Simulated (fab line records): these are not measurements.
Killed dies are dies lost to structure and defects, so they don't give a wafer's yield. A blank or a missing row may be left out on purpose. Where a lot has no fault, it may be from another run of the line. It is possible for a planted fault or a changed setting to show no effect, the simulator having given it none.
Matching of chambers + flow gf180mcu + GF_STI_ETCH_14 on rieSi-01: 4 sister chambers
The step etches Si in HBr/Cl2/O2, target depth 360 nm, time 102.9 s. 8 wafers are shown with their chamber, then 11 later ones without.

## WAFERS, EACH WITH ITS CHAMBER
| wafer  | chamber | drypumpMotorCurrentA (A) | throttleValvePct (%) |
|--------|---------|--------------------------|----------------------|
| L505.4 | 0       | 6.2                      | 25.629               |
| L510.3 | 0       | 6.3                      | 25.654               |
| L510.5 | 2       | 5.5                      | 25.670               |
| L512.3 | 2       | 5.5                      | 25.665               |
| L513.2 | 3       | 4.9                      | 25.652               |
| L513.3 | 1       | 5.6                      | 25.648               |
| L513.5 | 3       | 4.9                      | 25.654               |
| L518.1 | 1       | 5.6                      | 25.657               |

## WAFERS MISSING THEIR CHAMBER
| wafer  | drypumpMotorCurrentA (A) | throttleValvePct (%) |
|--------|--------------------------|----------------------|
| L518.2 | 6.2                      | 25.639               |
| L518.3 | 5.5                      | 25.671               |
| L522.3 | 5.5                      | 25.660               |
| L522.4 | 6.2                      | 25.653               |
| L522.6 | 5.5                      | 25.674               |
| L524.3 | 5.6                      | 25.654               |
| L524.5 | 5.6                      | 25.661               |
| L524.6 | 6.2                      | 25.651               |
| L527.1 | 6.2                      | 25.663               |
| L527.3 | 5.5                      | 25.648               |
| L527.4 | 4.9                      | 25.661               |

## THE CHAMBER EACH PASSED THROUGH
| wafer  | from the rows above     | in truth |
|--------|-------------------------|----------|
| L518.2 | 0                       | 0        |
| L518.3 | 2                       | 2        |
| L522.3 | 2                       | 2        |
| L522.4 | 0                       | 0        |
| L522.6 | 2                       | 2        |
| L524.3 | 1                       | 1        |
| L524.5 | 1                       | 1        |
| L524.6 | 0                       | 0        |
| L527.1 | 0                       | 0        |
| L527.3 | can't be placed: 2 or 1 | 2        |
| L527.4 | 3                       | 3        |
Placed correctly: 10 of 11. From these rows, 1 cannot be placed; in 1 the true chamber is one of the candidates. Placed wrongly: 0.
How it was worked out, from the rows above alone: a wafer's distance from a chamber is the root of the sum, over the readings, of the square of ((its reading less the chamber's mean) divided by the reading's scatter). The wafer belongs to the nearest chamber; if the next one is less than 2 further off, it can't be placed. A chamber's mean is the mean of its shown wafers. The scatter: take each reading less its chamber's mean, square it, sum over the shown wafers, divide by the number of wafers less the number of chambers, and take the root.
